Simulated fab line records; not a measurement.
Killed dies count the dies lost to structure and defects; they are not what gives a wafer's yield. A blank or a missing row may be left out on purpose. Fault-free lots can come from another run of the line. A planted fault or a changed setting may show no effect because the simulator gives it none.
Which of the tools did it? / flow sky130 / 10 lots, 30 wafers sampled, at 6 steps of a route of 708

WHAT THE GAUGES READ, wafer by wafer
SKY_CONTACT_THK_MEAS_03. Usual: CONTACT_HDPCVD_THK gives 566 nm (standard deviation 7.2).
lot=L460; measured=day 30 18:26; on=filmMetro-02; CONTACT_HDPCVD_THK (nm)=554 573 566; flag=
lot=L461; measured=day 30 22:13; on=filmMetro-02; CONTACT_HDPCVD_THK (nm)=551 567 561; flag=
lot=L463; measured=day 31 16:05; on=filmMetro-01; CONTACT_HDPCVD_THK (nm)=565 575 569; flag=
lot=L466; measured=day 32 19:55; on=filmMetro-04; CONTACT_HDPCVD_THK (nm)=565 561 558; flag=
lot=L467; measured=day 32 23:43; on=filmMetro-01; CONTACT_HDPCVD_THK (nm)=557 568 568; flag=
lot=L475; measured=day 35 19:49; on=filmMetro-04; CONTACT_HDPCVD_THK (nm)=560 573 564; flag=
lot=L476; measured=day 36 04:33; on=filmMetro-04; CONTACT_HDPCVD_THK (nm)=564 567 561; flag=
lot=L477; measured=day 36 06:04; on=filmMetro-04; CONTACT_HDPCVD_THK (nm)=554 555 566; flag=
lot=L480; measured=day 37 02:14; on=filmMetro-04; CONTACT_HDPCVD_THK (nm)=574 560 562; flag=
lot=L482; measured=day 37 12:46; on=filmMetro-02; CONTACT_HDPCVD_THK (nm)=573 565 565; flag=

SKY_CONTACT_BOW_MEAS_05. Usual: CONTACT_BOW gives 81 um (standard deviation 6.7).
lot=L460; measured=day 30 18:48; on=filmMetro-04; CONTACT_BOW (um)=83 72 85; flag=
lot=L461; measured=day 30 22:34; on=filmMetro-04; CONTACT_BOW (um)=82 91 86; flag=
lot=L463; measured=day 31 16:26; on=filmMetro-02; CONTACT_BOW (um)=85 81 86; flag=
lot=L466; measured=day 32 20:17; on=filmMetro-01; CONTACT_BOW (um)=89 77 86; flag=
lot=L467; measured=day 33 00:06; on=filmMetro-02; CONTACT_BOW (um)=80 80 90; flag=
lot=L475; measured=day 35 20:10; on=filmMetro-04; CONTACT_BOW (um)=69 90 74; flag=
lot=L476; measured=day 36 04:56; on=filmMetro-01; CONTACT_BOW (um)=81 82 76; flag=
lot=L477; measured=day 36 06:26; on=filmMetro-02; CONTACT_BOW (um)=81 69 76; flag=
lot=L480; measured=day 37 02:37; on=filmMetro-02; CONTACT_BOW (um)=82 90 73; flag=
lot=L482; measured=day 37 13:08; on=filmMetro-02; CONTACT_BOW (um)=87 88 70; flag=

SKY_METAL1_RS_MEAS_05: uses a four-point probe to measure. Usual: METAL1_ALCU_RS gives 0.1269 ohm/sq (standard deviation 0.0017).
lot=L460; measured=day 31 22:29; on=filmMetro-02; METAL1_ALCU_RS (ohm/sq)=0.1253 0.1263 0.1280; flag=
lot=L461; measured=day 32 03:05; on=filmMetro-02; METAL1_ALCU_RS (ohm/sq)=0.1264 0.1278 0.1266; flag=
lot=L463; measured=day 32 20:56; on=filmMetro-01; METAL1_ALCU_RS (ohm/sq)=0.1257 0.1260 0.1267; flag=
lot=L466; measured=day 34 01:19; on=filmMetro-03; METAL1_ALCU_RS (ohm/sq)=0.1259 0.1268 0.1270; flag=
lot=L467; measured=day 34 04:41; on=filmMetro-03; METAL1_ALCU_RS (ohm/sq)=0.1283 0.1282 0.1286; flag=
lot=L475; measured=day 36 23:19; on=filmMetro-03; METAL1_ALCU_RS (ohm/sq)=0.1590 0.1275 0.1577; flag=OFF
lot=L476; measured=day 37 08:10; on=filmMetro-03; METAL1_ALCU_RS (ohm/sq)=0.1258 0.1281 0.1257; flag=
lot=L477; measured=day 37 10:14; on=filmMetro-03; METAL1_ALCU_RS (ohm/sq)=0.1603 0.1269 0.1279; flag=OFF
lot=L480; measured=day 38 06:14; on=filmMetro-02; METAL1_ALCU_RS (ohm/sq)=0.1239 0.1249 0.1257; flag=
lot=L482; measured=day 38 15:58; on=filmMetro-02; METAL1_ALCU_RS (ohm/sq)=0.1279 0.1275 0.1258; flag=

SKY_METAL1_THK_MEAS_06: measures by xrf. Usual: METAL1_ALCU_THK gives 250 nm (standard deviation 3.7).
lot=L460; measured=day 31 22:36; on=filmMetro-02; METAL1_ALCU_THK (nm)=253 252 250; flag=
lot=L461; measured=day 32 03:13; on=filmMetro-02; METAL1_ALCU_THK (nm)=251 249 251; flag=
lot=L463; measured=day 32 21:03; on=filmMetro-01; METAL1_ALCU_THK (nm)=252 250 251; flag=
lot=L466; measured=day 34 01:26; on=filmMetro-03; METAL1_ALCU_THK (nm)=250 248 247; flag=
lot=L467; measured=day 34 04:47; on=filmMetro-03; METAL1_ALCU_THK (nm)=247 245 245; flag=
lot=L475; measured=day 36 23:26; on=filmMetro-03; METAL1_ALCU_THK (nm)=212 249 212; flag=OFF
lot=L476; measured=day 37 08:16; on=filmMetro-03; METAL1_ALCU_THK (nm)=251 246 251; flag=
lot=L477; measured=day 37 10:22; on=filmMetro-03; METAL1_ALCU_THK (nm)=210 250 247; flag=OFF
lot=L480; measured=day 38 06:20; on=filmMetro-02; METAL1_ALCU_THK (nm)=258 257 255; flag=
lot=L482; measured=day 38 16:05; on=filmMetro-02; METAL1_ALCU_THK (nm)=250 250 254; flag=

WHICH TOOL RAN EACH LOT (tool, then ch and the chambers of the sampled wafers, then the start)
lot=L460; SKY_METAL1_SPUTTER_02=pvdSputter-03, day 31 22:23; SKY_METAL1_SPUTTER_04=pvdSputter-03, day 31 22:26
lot=L461; SKY_METAL1_SPUTTER_02=pvdSputter-03, day 32 03:00; SKY_METAL1_SPUTTER_04=pvdSputter-03, day 32 03:02
lot=L463; SKY_METAL1_SPUTTER_02=pvdSputter-01, day 32 20:50; SKY_METAL1_SPUTTER_04=pvdSputter-01, day 32 20:53
lot=L466; SKY_METAL1_SPUTTER_02=pvdSputter-01, day 34 01:13; SKY_METAL1_SPUTTER_04=pvdSputter-01, day 34 01:15
lot=L467; SKY_METAL1_SPUTTER_02=pvdSputter-02, day 34 04:33; SKY_METAL1_SPUTTER_04=pvdSputter-02, day 34 04:35
lot=L475; SKY_METAL1_SPUTTER_02=pvdSputter-01, day 36 23:14; SKY_METAL1_SPUTTER_04=pvdSputter-01, day 36 23:16
lot=L476; SKY_METAL1_SPUTTER_02=pvdSputter-03, day 37 08:02; SKY_METAL1_SPUTTER_04=pvdSputter-03, day 37 08:04
lot=L477; SKY_METAL1_SPUTTER_02=pvdSputter-01, day 37 10:09; SKY_METAL1_SPUTTER_04=pvdSputter-01, day 37 10:11
lot=L480; SKY_METAL1_SPUTTER_02=pvdSputter-03, day 38 06:07; SKY_METAL1_SPUTTER_04=pvdSputter-03, day 38 06:10
lot=L482; SKY_METAL1_SPUTTER_02=pvdSputter-03, day 38 15:52; SKY_METAL1_SPUTTER_04=pvdSputter-03, day 38 15:55
- SKY_METAL1_SPUTTER_02: material AlCu, target thk 250 nm, time 13.3 s.
- SKY_METAL1_SPUTTER_04: material TiN, target thk 70 nm, time 58.3 s.

WHAT THE TOOLS THEMSELVES READ (means of the sampled wafers that have a number; where no wafer has one, the mark that the record gives instead)
SKY_METAL1_SPUTTER_02. Usual: chamberPressurePa 0.4001 Pa, standard deviation 0.00076; throttleValvePct 29.8 %, standard deviation 1.2.
lot=L460; tool=pvdSputter-03; chamberPressurePa (Pa)=0.4006; throttleValvePct (%)=29.3; flag=
lot=L461; tool=pvdSputter-03; chamberPressurePa (Pa)=0.4001; throttleValvePct (%)=30.0; flag=
lot=L463; tool=pvdSputter-01; chamberPressurePa (Pa)=0.3995; throttleValvePct (%)=30.2; flag=
lot=L466; tool=pvdSputter-01; chamberPressurePa (Pa)=0.3998; throttleValvePct (%)=29.3; flag=
lot=L467; tool=pvdSputter-02; chamberPressurePa (Pa)=0.4007; throttleValvePct (%)=28.8; flag=
lot=L475; tool=pvdSputter-01; chamberPressurePa (Pa)=0.4004; throttleValvePct (%)=30.2; flag=
lot=L476; tool=pvdSputter-03; chamberPressurePa (Pa)=0.4003; throttleValvePct (%)=30.1; flag=
lot=L477; tool=pvdSputter-01; chamberPressurePa (Pa)=0.4000; throttleValvePct (%)=30.5; flag=
lot=L480; tool=pvdSputter-03; chamberPressurePa (Pa)=0.3997; throttleValvePct (%)=28.0; flag=
lot=L482; tool=pvdSputter-03; chamberPressurePa (Pa)=0.4006; throttleValvePct (%)=29.8; flag=

SKY_METAL1_SPUTTER_04. Usual: chamberPressurePa 0.4000 Pa, standard deviation 0.00082; throttleValvePct 29.8 %, standard deviation 1.2.
lot=L460; tool=pvdSputter-03; chamberPressurePa (Pa)=0.4003; throttleValvePct (%)=29.2; flag=
lot=L461; tool=pvdSputter-03; chamberPressurePa (Pa)=0.4004; throttleValvePct (%)=30.0; flag=
lot=L463; tool=pvdSputter-01; chamberPressurePa (Pa)=0.3997; throttleValvePct (%)=30.5; flag=
lot=L466; tool=pvdSputter-01; chamberPressurePa (Pa)=0.3993; throttleValvePct (%)=29.5; flag=
lot=L467; tool=pvdSputter-02; chamberPressurePa (Pa)=0.4001; throttleValvePct (%)=28.9; flag=
lot=L475; tool=pvdSputter-01; chamberPressurePa (Pa)=0.3998; throttleValvePct (%)=30.2; flag=
lot=L476; tool=pvdSputter-03; chamberPressurePa (Pa)=0.3999; throttleValvePct (%)=29.9; flag=
lot=L477; tool=pvdSputter-01; chamberPressurePa (Pa)=0.4002; throttleValvePct (%)=30.6; flag=
lot=L480; tool=pvdSputter-03; chamberPressurePa (Pa)=0.4007; throttleValvePct (%)=27.8; flag=
lot=L482; tool=pvdSputter-03; chamberPressurePa (Pa)=0.3996; throttleValvePct (%)=29.9; flag=

THE ANSWER, worked out from the rows above alone
Rule: lot off if the mean of its wafers having a number is beyond 3 standard deviations from the usual mean. A lot without any number at a reading at which 4 lots or more have one is off too. The other lots that the step has rows for count as sound. Order of review: gauges by route order, followed by the tools' own readings, for which a lot's mean as printed above is used. The first step at which some lot is off is used, and at that step the reading that is off furthest; a lot without a number counts as furthest.
Off: at SKY_METAL1_RS_MEAS_05 (METAL1_ALCU_RS), L475, L477.
If a tool, at a process step before that reading, ran all the lots that are off and no sound lot after the first of them, it fits. Gauges at SKY_METAL1_RS_MEAS_05: tried the same way as those tools. One fits: SKY_METAL1_SPUTTER_02 and SKY_METAL1_SPUTTER_04 on pvdSputter-01. At SKY_METAL1_SPUTTER_02 its last sound lot is L466 (day 34 01:13), its first lot that is off L475 (day 36 23:14): a fault that began between those two fits.

WHAT HAD BEEN PUT IN BY THE SIMULATOR
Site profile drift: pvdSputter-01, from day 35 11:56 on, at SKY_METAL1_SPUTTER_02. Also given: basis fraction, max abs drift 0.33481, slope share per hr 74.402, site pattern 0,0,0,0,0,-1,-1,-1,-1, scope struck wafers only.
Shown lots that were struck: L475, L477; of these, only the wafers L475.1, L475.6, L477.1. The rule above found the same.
